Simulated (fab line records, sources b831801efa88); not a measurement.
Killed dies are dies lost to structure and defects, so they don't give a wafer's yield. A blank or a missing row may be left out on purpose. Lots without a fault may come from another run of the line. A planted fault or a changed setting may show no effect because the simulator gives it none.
One fault seen from 2 desks | flow sky130 | each desk has only its own numbers; what lay behind them comes last

THE METROLOGY DESK
What the gauges read, lot by lot, whatever tool the lot ran on: means of the sampled wafers that have a number. A lot is out of limits, marked OUT, if its mean lies more than 4 standard deviations from the usual mean; the brackets give that distance.
Columns: A = LDD_LDN_OVL at SKY_LDD_LDN_OVL_MEAS_07, usual -0.3 nm; B = cd_nm at SKY_SD_P_CD_MEAS_07, usual 380.0 nm; C = SD_P_TW at SKY_SD_P_TW_MEAS_11, usual 2861; D = SD_N_OVL at SKY_SD_N_OVL_MEAS_08, usual -0.3 nm; E = SD_P_RS at SKY_SD_N_RS_MEAS_17, usual 147.0 ohm/sq
lot  | first seen here | A    | B     | C              | D    | E
L515 | day 24 05:58    | -0.2 | 383.0 | 2887           | -0.7 | 147.1
L517 | day 25 02:26    | -2.9 | 376.8 | 2872           | -0.2 | 147.4
L518 | day 25 03:04    | -0.6 | 377.8 | 2870           | 1.1  | 147.0
L520 | day 26 06:26    | 0.5  | 382.6 | 2393 (-17) OUT | 0.2  | 162.7 (+45) OUT
L519 | day 26 06:34    | 0.5  | 381.5 | 2865           | -1.0 | 147.3
L523 | day 27 00:35    | -1.1 | 380.3 | 2376 (-18) OUT | 0.4  | 163.1 (+46) OUT
L525 | day 27 21:08    | -0.3 | 382.2 | 2855           | -2.3 | 147.1
L529 | day 28 20:02    | 0.1  | 378.8 | 2893           | 0.2  | 147.1
L532 | day 29 19:43    | -0.0 | 378.2 | 2826           | 0.4  | 146.7
L533 | day 30 06:47    | -0.5 | 377.7 | 2894           | -1.6 | 146.3
L534 | day 30 10:41    | 0.2  | 384.7 | 2831           | 0.1  | 146.9
This desk's finding: out of limits on L520, L523; first on L520, day 29 06:35 (SD_P_TW at SKY_SD_P_TW_MEAS_11). In limits: L515, L517, L518, L519, L525, L529, L532, L533, L534.

THE TOOL OWNER'S DESK: implanter-04
The tool's own readings at SKY_SD_P_IMPLANT_09: means of the sampled wafers that have a number, for each lot that ran on this tool. A lot is out of limits, marked OUT, if its mean lies more than 4 standard deviations from the usual mean; the brackets give that distance.
Columns: A = beam_on_s at SKY_SD_P_IMPLANT_09, usual 13.8 s; B = dose_ions_cm2 at SKY_SD_P_IMPLANT_09, usual 3e+15; C = end_station_pressure_torr at SKY_SD_P_IMPLANT_09, usual 1.39e-05 Torr; D = faraday_current_uA at SKY_SD_P_IMPLANT_09, usual 11901
lot  | first seen here | A               | B                       | C        | D
L517 | day 27 11:54    | 13.4            | 3e+15                   | 1.46e-05 | 12144
L518 | day 27 14:40    | 13.2            | 3e+15                   | 1.42e-05 | 12366
L520 | day 29 06:22    | 10.1 (-5.9) OUT | 1e+15 (-99 or more) OUT | 1.10e-05 | 7218 (-9.4) OUT
L523 | day 29 12:31    | 9.8 (-6.5) OUT  | 1e+15 (-99 or more) OUT | 1.09e-05 | 7467 (-8.9) OUT
L533 | day 32 16:20    | 13.5            | 3e+15                   | 1.49e-05 | 12103
This desk's finding: out of limits on L520, L523; first on L520, day 29 06:22 (beam_on_s at SKY_SD_P_IMPLANT_09). In limits: L517, L518, L533.

PUT TOGETHER
The tool owner's desk could have raised an alarm at day 29 06:22, on L520, L523.
The metrology desk could have raised an alarm at day 29 06:35, on L520, L523.
Of the lots named, all ran SKY_SD_P_IMPLANT_09 on implanter-04.

WHAT THE SIMULATOR HAD PUT IN
Process parameter drift: implanter-04, from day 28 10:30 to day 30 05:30, at SKY_SD_P_IMPLANT_09. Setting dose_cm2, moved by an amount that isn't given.
Lots struck among those shown: L520, L523.
Hours from the fault's start to each desk's first reading out of limits: the tool owner's desk, 20; the metrology desk, 20.
